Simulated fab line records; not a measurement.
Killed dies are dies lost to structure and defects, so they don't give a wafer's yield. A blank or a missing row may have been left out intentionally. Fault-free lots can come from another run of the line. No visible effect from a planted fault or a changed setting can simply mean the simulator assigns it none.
fab line records	flow sky130	part 1 of 2: steps 1 to 28 of 37
[record] lots = 5	wafers = 15	last-day = 50
route steps=708 shown METAL4@633 VIA4@639 METAL5@661
lots with no fault: from the same line, run without faults
start-h: hours from the record's first day to the start of the lot's first wafer shown	wait-h: time in hours since the lot's previous step	" as in the row above	L1.1+2: a single row standing in for several wafers	- no value present, or no start provided	* or withheld: withheld	< > ~ a bound
route shown NAME@n: names a module that has steps shown in the file, with the first one's number in the route	usual: average and standard deviation across the fault-free wafers	same: alike in all rows	chamber/n: place in a boat	sites: the reading at each site	_std_site: standard deviation across them	_edge_site: the outer-site mean with the inner-site mean subtracted	radius-mm: how far each site lies from the wafer's centre	mask NAME#n: copy n	behind: the last tool/chamber to shape the wafer	hold: what put the lot on hold/how long, in hours/how the hold closed	device: whichever transistor did not switch (one of n, p or np)	end of line: the tests these same wafers got at the end of their route	for a step that has no rows: nothing shown but its recipe	killed: count of dies lost to structure and defects at first sort (not the wafer's yield)	map: per-die view of a wafer (x killed, . not killed, _ where there is no die)
set.NAME: the setting the step ran with; set.NAME@STEP: the setting that earlier step ran with	model.NAME: the simulator's own value behind a step, which no gauge read
certain route steps with their lots: each step a table, each wafer a row
services: the hour from which a tool's chamber was out of use, counted from the record's first day as start-h (under 0 if before that day), plus the number of hours and why
[[steps]]
[step SKY_METAL4_ETCH_17]
[recipe] target = SiO2	stop-on = TiN	chemistry = C4F8/O2/Ar	source-w = 1500	bias-w = 1200	pressure-mtorr = 40	c4f8-flow-sccm = withheld	O2_flow_sccm = 6	Ar_flow_sccm = 300	time-s = 3.9	target-depth-a = 150
[usual] oes-product-au = 0.757/0.0079
lot.wafer	tool	chamber	start-h	wait-h	oes-product-au	rf-hours-counter-h
L075.1	rie-diel-01	0	990.73	0.1	0.762	7
L075.3	"	2	"	"	0.760	17
L075.5	"	0	"	"	0.759	-
L079.2	rie-diel-01	3	1017.40	0.1	0.767	6
L079.3	"	1	"	"	0.750	18
L079.6	"	1	"	"	0.756	-
L082.1	rie-diel-01	1	1031.59	0.1	0.757	19
L082.5	"	3	"	"	0.765	-
L082.6	"	2	"	"	0.756	-
L090.2	rie-diel-01	2	1089.38	0.1	0.763	21
L090.4	"	1	"	"	0.752	21
L090.5	"	3	"	"	0.752	-
L095.2	rie-diel-04	2	1109.50	0.1	0.763	21
L095.4	"	0	"	"	0.757	-
L095.6	"	2	"	"	0.766	-
[step SKY_METAL4_METAL_ETCH_18]
[recipe] target-depth-a = 8450	stop-on = SiO2	over-etch-frac = 0.3	time-s = 183.1	chemistry = Cl2/BCl3	resist-sidewall-deg = 88	pressure-mtorr = 10	icp-w = 900	bias-w = 48.5	Cl2_flow_sccm = 60	bcl3-flow-sccm = 30
[usual] drypump-motor-current-A = 5.7/0.47	oes-product-au = 0.866/0.0069	throttle-valve-pct = 22.264/0.011
lot.wafer	tool	chamber	start-h	wait-h	drypump-motor-current-A	oes-product-au	rf-hours-counter-h	throttle-valve-pct
L075.1	rie-metal-01	0	990.75	0.0	4.9	0.861	12	22.259
L075.3	"	1	"	"	5.7	0.864	-	22.257
L075.5	"	0	"	"	4.8	0.876	-	22.268
L079.2	rie-metal-01	1	1017.42	0.0	5.7	0.884	15	22.267
L079.3	"	1	"	"	5.7	0.878	-	22.275
L079.6	"	1	"	"	5.7	0.865	-	22.243
L082.1	rie-metal-01	0	1031.61	0.0	4.9	0.859	15	22.270
L082.5	"	0	"	"	4.9	0.862	-	22.256
L082.6	"	1	"	"	5.7	0.860	-	22.276
L090.2	rie-metal-02	0	1089.40	0.0	6.4	0.862	23	22.259
L090.4	"	0	"	"	6.3	0.863	-	22.268
L090.5	"	0	"	"	6.3	0.861	-	22.261
L095.2	rie-metal-03	1	1109.52	0.0	5.9	0.873	16	22.257
L095.4	"	1	"	"	5.9	0.865	-	22.256
L095.6	"	1	"	"	5.9	0.864	-	22.253
[step SKY_METAL4_STRIP_19]
[recipe] chemistry = O2/N2	power-w = 1400	pressure-mtorr = 1500	platen-temp-c = withheld	o2-flow-sccm = 3000	n2-flow-sccm = 300	overash-fraction = 0.5
[usual] drypump-motor-current-A = 6.01/0.3	oes-product-au = 0.501/0.0056	strip-time-to-endpoint-s = 6.51/0.065
[same] overash-fraction = 0.5
lot.wafer	tool	chamber	start-h	wait-h	drypump-motor-current-A	oes-product-au	rf-hours-counter-h	strip-time-to-endpoint-s
L075.1	plasma-asher-01	0	990.93	0.1	6.15	0.498	24	6.51
L075.3	"	1	"	"	6.70	0.506	-	6.46
L075.5	"	0	"	"	6.13	0.498	-	6.57
L079.2	plasma-asher-01	0	1017.59	0.1	6.10	0.496	27	6.46
L079.3	"	0	"	"	6.10	0.498	-	6.46
L079.6	"	0	"	"	6.12	0.494	-	6.41
L082.1	plasma-asher-03	1	1031.79	0.1	5.73	0.505	94	6.57
L082.5	"	1	"	"	5.73	0.514	-	6.53
L082.6	"	0	"	"	5.82	0.505	-	6.61
L090.2	plasma-asher-02	0	1089.58	0.1	5.78	0.499	64	6.62
L090.4	"	1	"	"	6.02	0.503	-	6.54
L090.5	"	1	"	"	6.06	0.504	-	6.61
L095.2	plasma-asher-02	0	1109.69	0.1	5.80	0.501	66	6.58
L095.4	"	1	"	"	6.10	0.500	-	6.48
L095.6	"	1	"	"	6.08	0.507	-	6.52
[step SKY_METAL4_STRIP_20]
[recipe] chemistry = post-etch-residue-remover	time-s = 1200	temp-c = 72.5
lot.wafer	tool	chamber	start-h	wait-h
L075.1+3+5	wet-bench-04	1	991.03	0.1
L079.2+3+6	wet-bench-02	3	1017.73	0.1
L082.1+5+6	wet-bench-02	0	1031.89	0.1
L090.2+4+5	wet-bench-02	2	1089.68	0.1
L095.2+4+6	wet-bench-04	2	1109.83	0.1
[step SKY_METAL4_CLEAN_21]
[recipe] chemistry = IPA	time-s = 180	temp-c = 25
lot.wafer	tool	chamber	start-h	wait-h
L075.1+3+5	wet-bench-01	2	991.37	0.0
L079.2+3+6	wet-bench-01	3	1018.41	0.0
L082.1+5+6	wet-bench-04	1	1032.23	0.0
L090.2+4+5	wet-bench-04	2	1090.02	0.0
L095.2+4+6	wet-bench-01	2	1110.17	0.0
[step SKY_METAL4_CLEAN_22]
[recipe] chemistry = O3/DIW	dry = n2-spin
lot.wafer	tool	chamber	start-h	wait-h
L075.1+3+5	wet-bench-04	3	991.43	0.0
L079.2+3+6	wet-bench-02	2	1018.47	0.0
L082.1+5+6	wet-bench-02	2	1032.29	0.0
L090.2+4+5	wet-bench-02	0	1090.08	0.0
L095.2+4+6	wet-bench-04	2	1110.23	0.0
[step SKY_VIA4_HDPCVD_00]
[recipe] material = SiO2	target-thk-nm = 1750	sigma-open-frac = 0.3	time-s = 291.7	temp-c = 400	sih4-flow-sccm = 60	pressure-mtorr = 6
lot.wafer	tool	chamber	start-h	wait-h
L075.1+3+5	hdpcvd-01	2,0,1	991.53	0.0
L079.2+3+6	hdpcvd-01	1,0,0	1018.65	0.0
L082.1+5+6	hdpcvd-01	2,1,2	1032.38	0.0
L090.2+4+5	hdpcvd-01	2,0,2	1090.17	0.0
L095.2+4+6	hdpcvd-01	2,2,1	1110.32	0.0
[step SKY_VIA4_THK_MEAS_01]
[recipe] reads = SiO2_of_VIA4_HDPCVD_00
[usual] VIA4_HDPCVD_THK = 1744/19
lot.wafer	tool	chamber	start-h	wait-h	VIA4_HDPCVD_THK[nm]
L075.1	film-metro-03	-	991.70	0.1	1752
L075.3	"	-	"	"	1733
L075.5	"	-	"	"	1757
L079.2	film-metro-04	-	1018.84	0.1	1741
L079.3	"	-	"	"	1728
L079.6	"	-	"	"	1739
L082.1	film-metro-04	-	1032.56	0.1	1763
L082.5	"	-	"	"	1772
L082.6	"	-	"	"	1756
L090.2	film-metro-03	-	1090.36	0.1	1707
L090.4	"	-	"	"	1714
L090.5	"	-	"	"	1724
L095.2	film-metro-03	-	1110.51	0.1	1725
L095.4	"	-	"	"	1726
L095.6	"	-	"	"	1751
[step SKY_VIA4_CMP_02]
[recipe] material = SiO2	down-force-psi = 4	platen-rpm = 60	pad-velocity-m-s = 0.94248
[usual] motor-current-A = 12.1/1.5
lot.wafer	tool	chamber	start-h	wait-h	motor-current-A
L075.3	cmp-02	3	991.76	0.0	10.2
L075.1	"	2	"	"	13.4
L075.5	"	0	"	"	14.9
L079.2	cmp-02	3	1018.91	0.1	10.3
L079.3	"	0	"	"	14.4
L079.6	"	3	"	"	10.6
L082.1	cmp-02	0	1032.72	0.1	15.0
L082.6	"	2	"	"	12.3
L082.5	"	3	"	"	10.0
L090.4	cmp-02	1	1090.52	0.1	11.1
L090.2	"	2	"	"	13.3
L090.5	"	3	"	"	10.4
L095.2	cmp-01	3	1110.66	0.1	12.5
L095.4	"	0	"	"	12.2
L095.6	"	1	"	"	11.2
[step SKY_VIA4_BOW_MEAS_03]
[recipe] mode = bow
[usual] VIA4_BOW = 78/7.6
lot.wafer	tool	chamber	start-h	wait-h	VIA4_BOW[um]
L075.1	film-metro-04	-	992.06	0.1	67
L075.3	"	-	"	"	79
L075.5	"	-	"	"	73
L079.2	film-metro-04	-	1019.23	0.3	79
L079.3	"	-	"	"	74
L079.6	"	-	"	"	82
L082.1	film-metro-02	-	1032.92	0.1	77
L082.5	"	-	"	"	68
L082.6	"	-	"	"	90
L090.2	film-metro-02	-	1090.75	0.1	71
L090.4	"	-	"	"	75
L090.5	"	-	"	"	78
L095.2	film-metro-03	-	1110.88	0.2	74
L095.4	"	-	"	"	77
L095.6	"	-	"	"	79
[step SKY_VIA4_DEHYDRATE_04]
[recipe] temp-c = 200	time-s = 60
[usual] heater-power-total-W = 160.38/0.13
lot.wafer	tool	chamber	start-h	wait-h	heater-power-total-W
L075.1	litho-track-02	0	1002.40	10.3	160.37
L075.3	"	0	"	"	160.58
L075.5	"	0	"	"	160.50
L079.2	litho-track-01	0	1030.08	10.8	160.29
L079.3	"	0	"	"	160.34
L079.6	"	0	"	"	160.24
L082.1	litho-track-01	0	1043.36	10.4	160.45
L082.5	"	0	"	"	160.58
L082.6	"	0	"	"	160.61
L090.2	litho-track-01	0	1100.18	9.4	160.57
L090.4	"	0	"	"	160.34
L090.5	"	0	"	"	160.52
L095.2	litho-track-03	0	1120.07	9.2	160.46
L095.4	"	0	"	"	160.15
L095.6	"	0	"	"	160.37
[step SKY_VIA4_HMDS_05]
[recipe] prime-time-s = 60	prime-temp-c = 120
[same] prime-time-s = 60
lot.wafer	tool	chamber	start-h	wait-h
L075.1+3+5	litho-track-02	0	1002.55	0.1
L079.2+3+6	litho-track-01	0	1030.23	0.1
L082.1+5+6	litho-track-01	0	1043.51	0.1
L090.2+4+5	litho-track-01	0	1100.33	0.1
L095.2+4+6	litho-track-03	0	1120.22	0.1
[step SKY_VIA4_COAT_06]
[recipe] resist = NOVOLAK	spin-rpm = 3000	resist-thk-nm = 1140
lot.wafer	tool	chamber	start-h	wait-h
L075.1+3+5	litho-track-02	0	1002.70	0.1
L079.2+3+6	litho-track-01	0	1030.38	0.1
L082.1+5+6	litho-track-01	0	1043.66	0.1
L090.2+4+5	litho-track-01	0	1100.48	0.1
L095.2+4+6	litho-track-03	0	1120.37	0.1
[step SKY_VIA4_SOFTBAKE_07]
[recipe] temp-c = 90	time-s = 60	resist = NOVOLAK
[usual] heater-power-total-W = 56.60/0.048
lot.wafer	tool	chamber	start-h	wait-h	heater-power-total-W
L075.1	litho-track-02	0	1002.85	0.1	56.57
L075.3	"	0	"	"	56.67
L075.5	"	0	"	"	56.65
L079.2	litho-track-01	0	1030.53	0.1	56.67
L079.3	"	0	"	"	56.56
L079.6	"	0	"	"	56.60
L082.1	litho-track-01	0	1043.81	0.1	56.55
L082.5	"	0	"	"	56.53
L082.6	"	0	"	"	56.61
L090.2	litho-track-01	0	1100.63	0.1	56.56
L090.4	"	0	"	"	56.66
L090.5	"	0	"	"	56.60
L095.2	litho-track-03	0	1120.52	0.1	56.61
L095.4	"	0	"	"	56.57
L095.6	"	0	"	"	56.64
[step SKY_VIA4_EXPOSE_08]
[recipe] mask-id = VIM4	na = 0.6	source-shape = conventional	sigma-outer = 0.6	polarization = unpolarized	target-cd-nm = 800	dose-mj = 132
lot.wafer	tool	chamber	start-h	wait-h	mask
L075.1+3+5	iline-stepper-01	0	-	-	VIM4#0
L079.2+3+6	iline-stepper-02	0	-	-	VIM4#0
L082.1+5+6	iline-stepper-02	0	-	-	VIM4#0
L090.2+4+5	iline-stepper-02	0	-	-	VIM4#0
L095.2+4+6	iline-stepper-02	0	-	-	VIM4#0
[step SKY_VIA4_PEB_09]
[recipe] temp-c = withheld	time-s = *	resist = NOVOLAK
lot.wafer	tool	chamber	start-h	wait-h
L075.1+3+5	litho-track-01	0	-	-
L079.2+3+6	litho-track-02	0	-	-
L082.1+5+6	litho-track-02	0	-	-
L090.2+4+5	litho-track-01	0	-	-
L095.2+4+6	litho-track-01	0	-	-
[step SKY_VIA4_DEVELOP_10]
[recipe] resist = NOVOLAK	developer = TMAH	develop-time-s = 60	dev-temp-c = 23
lot.wafer	tool	chamber	start-h	wait-h
L075.1+3+5	litho-track-01	0	1014.36	0.1
L079.2+3+6	litho-track-02	0	1042.03	0.1
L082.1+5+6	litho-track-02	0	1054.95	0.1
L090.2+4+5	litho-track-01	0	1110.63	0.1
L095.2+4+6	litho-track-01	0	1130.13	0.1
[step SKY_VIA4_OVL_MEAS_11]
[usual] VIA4_OVL = 0.9/1.4
lot.wafer	tool	chamber	start-h	wait-h	VIA4_OVL[nm]
L075.1	overlay-01	-	1014.51	0.1	0.7
L075.3	"	-	"	"	2.6
L075.5	"	-	"	"	3.2
L079.2	overlay-02	-	1042.16	0.1	1.1
L079.3	"	-	"	"	0.9
L079.6	"	-	"	"	1.7
L082.1	overlay-01	-	1055.10	0.1	1.5
L082.5	"	-	"	"	0.6
L082.6	"	-	"	"	2.3
L090.2	overlay-01	-	1110.76	0.1	-1.1
L090.4	"	-	"	"	0.6
L090.5	"	-	"	"	1.6
L095.2	overlay-02	-	1130.26	0.1	-0.1
L095.4	"	-	"	"	1.4
L095.6	"	-	"	"	0.6
[step SKY_VIA4_ETCH_12]
[recipe] target = SiO2	chemistry = C4F8/O2/Ar	stop-on = TiN	mask-material = NOVOLAK	source-w = 1500	bias-w = 1200	pressure-mtorr = 40	c4f8-flow-sccm = withheld	O2_flow_sccm = 6	Ar_flow_sccm = 300	time-s = withheld	target-depth-a = 5800
[usual] oes-product-au = 0.927/0.0044
lot.wafer	tool	chamber	start-h	wait-h	oes-product-au
L075.1	rie-diel-03	0	1014.54	0.0	0.927
L075.3	"	1	"	"	0.931
L075.5	"	1	"	"	0.932
L079.2	rie-diel-02	2	1042.19	0.0	0.925
L079.3	"	1	"	"	0.927
L079.6	"	3	"	"	0.924
L082.1	rie-diel-02	1	1055.14	0.0	0.930
L082.5	"	1	"	"	0.926
L082.6	"	0	"	"	0.923
L090.2	rie-diel-03	0	1110.79	0.0	0.933
L090.4	"	2	"	"	0.927
L090.5	"	0	"	"	0.924
L095.2	rie-diel-02	3	1130.29	0.0	0.926
L095.4	"	2	"	"	0.933
L095.6	"	0	"	"	0.929
[step SKY_VIA4_STRIP_13]
[recipe] chemistry = O2/N2	power-w = 1400	pressure-mtorr = 1500	platen-temp-c = withheld	o2-flow-sccm = 3000	n2-flow-sccm = 300	overash-fraction = 0.5
[usual] drypump-motor-current-A = 5.80/0.23	oes-product-au = 0.709/0.0045	strip-time-to-endpoint-s = 12.81/0.036
[same] overash-fraction = 0.5
lot.wafer	tool	chamber	start-h	wait-h	drypump-motor-current-A	oes-product-au	rf-hours-counter-h	strip-time-to-endpoint-s
L075.1	plasma-asher-03	0	1014.61	-	5.77	0.708	93	12.78
L075.3	"	1	"	"	5.70	0.705	-	12.82
L075.5	"	1	"	"	5.69	0.706	-	12.76
L079.2	plasma-asher-03	1	1042.26	-	5.71	0.716	95	12.77
L079.3	"	1	"	"	5.75	0.698	-	12.82
L079.6	"	1	"	"	5.67	0.709	-	12.78
L082.1	plasma-asher-04	0	1055.21	-	5.99	0.709	115	12.79
L082.5	"	1	"	"	5.29	0.720	-	12.79
L082.6	"	0	"	"	5.99	0.711	-	12.80
L090.2	plasma-asher-02	1	1110.87	-	6.07	0.707	66	12.79
L090.4	"	0	"	"	5.79	0.705	-	12.81
L090.5	"	0	"	"	5.77	0.711	-	12.81
L095.2	plasma-asher-03	0	1130.37	-	5.79	0.709	105	12.83
L095.4	"	1	"	"	5.74	0.704	-	12.81
L095.6	"	1	"	"	5.76	0.702	-	12.84
[step SKY_VIA4_STRIP_14]
[recipe] chemistry = post-etch-residue-remover	time-s = 1200	temp-c = 72.5
lot.wafer	tool	chamber	start-h	wait-h
L075.1+3+5	wet-bench-03	3	1014.71	0.1
L079.2+3+6	wet-bench-03	0	1042.36	0.1
L082.1+5+6	wet-bench-02	0	1055.31	0.1
L090.2+4+5	wet-bench-02	1	1110.97	0.1
L095.2+4+6	wet-bench-04	2	1130.47	0.1
[step SKY_VIA4_CLEAN_15]
[recipe] chemistry = IPA	time-s = 180	temp-c = 25
lot.wafer	tool	chamber	start-h	wait-h
L075.1+3+5	wet-bench-04	3	1015.09	0.0
L079.2+3+6	wet-bench-04	0	1042.70	0.0
L082.1+5+6	wet-bench-04	1	1055.65	0.0
L090.2+4+5	wet-bench-04	0	1111.31	0.0
L095.2+4+6	wet-bench-03	3	1130.81	0.0
[step SKY_VIA4_CLEAN_16]
[recipe] chemistry = O3/DIW	dry = n2-spin
lot.wafer	tool	chamber	start-h	wait-h
L075.1+3+5	wet-bench-02	3	1015.15	0.0
L079.2+3+6	wet-bench-02	1	1042.76	0.0
L082.1+5+6	wet-bench-03	2	1055.71	0.0
L090.2+4+5	wet-bench-02	3	1111.37	0.0
L095.2+4+6	wet-bench-02	0	1130.87	0.0
[step SKY_VIA4_SPUTTER_17]
[recipe] material = TiN	target-thk-nm = 20	chamber-pressure-pa = 5	power-w = 4000	time-s = 80
[usual] chamber-pressure-pa = 5.000/0.0087	throttle-valve-pct = 30.2/0.96
lot.wafer	tool	chamber	start-h	wait-h	chamber-pressure-pa	throttle-valve-pct
L075.1	pvd-sputter-04	-	1015.35	0.0	5.016	31.1
L075.3	"	-	"	"	5.006	29.1
L075.5	"	-	"	"	4.992	31.5
L079.2	pvd-sputter-04	-	1042.86	0.0	4.997	30.8
L079.3	"	-	"	"	5.025	30.8
L079.6	"	-	"	"	5.005	31.1
L082.1	pvd-sputter-03	-	1055.80	0.0	5.000	30.6
L082.5	"	-	"	"	5.009	31.5
L082.6	"	-	"	"	4.993	31.0
L090.2	pvd-sputter-02	-	1111.46	0.0	5.001	29.0
L090.4	"	-	"	"	5.011	29.0
L090.5	"	-	"	"	4.999	28.9
L095.2	pvd-sputter-03	-	1130.97	0.0	4.996	30.6
L095.4	"	-	"	"	5.008	31.8
L095.6	"	-	"	"	4.997	31.0
[step SKY_VIA4_CVD_18]
[recipe] material = W	target-thk-nm = 505	time-s = 152.14	temp-c = 400	pressure-torr = 40
[usual] heater-power-w = 893/55
lot.wafer	tool	chamber	start-h	wait-h	heater-power-w	since-wet-clean-h
L075.1	cvd-w-02	0	1015.41	0.0	969	97
L075.3	"	0	"	"	968	-
L075.5	"	1	"	"	920	-
L079.2	cvd-w-02	0	1042.92	0.0	957	125
L079.3	"	1	"	"	895	-
L079.6	"	1	"	"	927	-
L082.1	cvd-w-01	0	1055.87	0.0	883	652
L082.5	"	0	"	"	872	-
L082.6	"	1	"	"	839	-
L090.2	cvd-w-02	1	1111.52	0.0	914	194
L090.4	"	1	"	"	920	-
L090.5	"	1	"	"	910	-
L095.2	cvd-w-01	0	1131.03	0.0	919	727
L095.4	"	0	"	"	890	-
L095.6	"	0	"	"	900	-
[step SKY_VIA4_RS_MEAS_19]
[recipe] thk-meas-gauge = four-point-probe	reads = W_of_VIA4_CVD_18+TiN_of_VIA4_SPUTTER_17
[usual] VIA4_W_RS = 0.2258/0.0024
lot.wafer	tool	chamber	start-h	wait-h	VIA4_W_RS[ohm/sq]
L075.1	film-metro-03	-	1015.56	0.1	0.2282
L075.3	"	-	"	"	0.2253
L075.5	"	-	"	"	0.2244
L079.2	film-metro-02	-	1043.10	0.1	0.2251
L079.3	"	-	"	"	0.2239
L079.6	"	-	"	"	0.2249
L082.1	film-metro-02	-	1056.02	0.1	0.2281
L082.5	"	-	"	"	0.2285
L082.6	"	-	"	"	0.2271
L090.2	film-metro-04	-	1111.69	0.1	0.2207
L090.4	"	-	"	"	0.2248
L090.5	"	-	"	"	0.2242
L095.2	film-metro-03	-	1131.20	0.1	0.2239
L095.4	"	-	"	"	0.2258
L095.6	"	-	"	"	0.2236
[step SKY_VIA4_THK_MEAS_20]
[recipe] thk-meas-gauge = xrf	reads = W_of_VIA4_CVD_18
[usual] VIA4_W_THK = 506/6.8
lot.wafer	tool	chamber	start-h	wait-h	VIA4_W_THK[nm]
L075.1	film-metro-03	-	1015.68	0.1	498
L075.3	"	-	"	"	501
L075.5	"	-	"	"	509
L079.2	film-metro-02	-	1043.21	0.1	499
L079.3	"	-	"	"	500
L079.6	"	-	"	"	499
L082.1	film-metro-02	-	1056.14	0.1	500
L082.5	"	-	"	"	502
L082.6	"	-	"	"	506
L090.2	film-metro-04	-	1111.80	0.1	521
L090.4	"	-	"	"	510
L090.5	"	-	"	"	511
L095.2	film-metro-03	-	1131.31	0.1	506
L095.4	"	-	"	"	506
L095.6	"	-	"	"	509
[step SKY_VIA4_CMP_21]
[recipe] stop-on = SiO2	t-overpolish-s = 25	down-force-psi = 3.5	platen-rpm = 60	target-thk-nm = 0	pad-velocity-m-s = 0.94248
[usual] motor-current-A = 11.0/1.3	overpolish-run-s = 25.000/0.0091	time-to-endpoint-s = 124/4.8
lot.wafer	tool	chamber	start-h	wait-h	motor-current-A	overpolish-run-s	time-to-endpoint-s
L075.3	cmp-01	0	1015.79	0.1	11.1	25.000	122
L075.1	"	1	"	"	10.4	24.997	119
L075.5	"	3	"	"	11.2	24.992	122
L079.3	cmp-02	2	1043.64	0.4	12.3	25.010	128
L079.2	"	3	"	"	9.7	25.016	122
L079.6	"	0	"	"	13.8	24.986	135
L082.1	cmp-01	0	1056.25	0.1	11.3	24.995	121
L082.6	"	3	"	"	11.3	25.012	122
L082.5	"	0	"	"	11.4	25.011	122
L090.4	cmp-01	2	1111.90	0.1	11.0	24.997	128
L090.2	"	0	"	"	11.3	24.989	133
L090.5	"	2	"	"	11.4	25.003	129
L095.2	cmp-02	3	1131.82	0.5	9.4	25.004	120
L095.4	"	0	"	"	13.9	24.991	132
L095.6	"	1	"	"	10.7	25.007	124
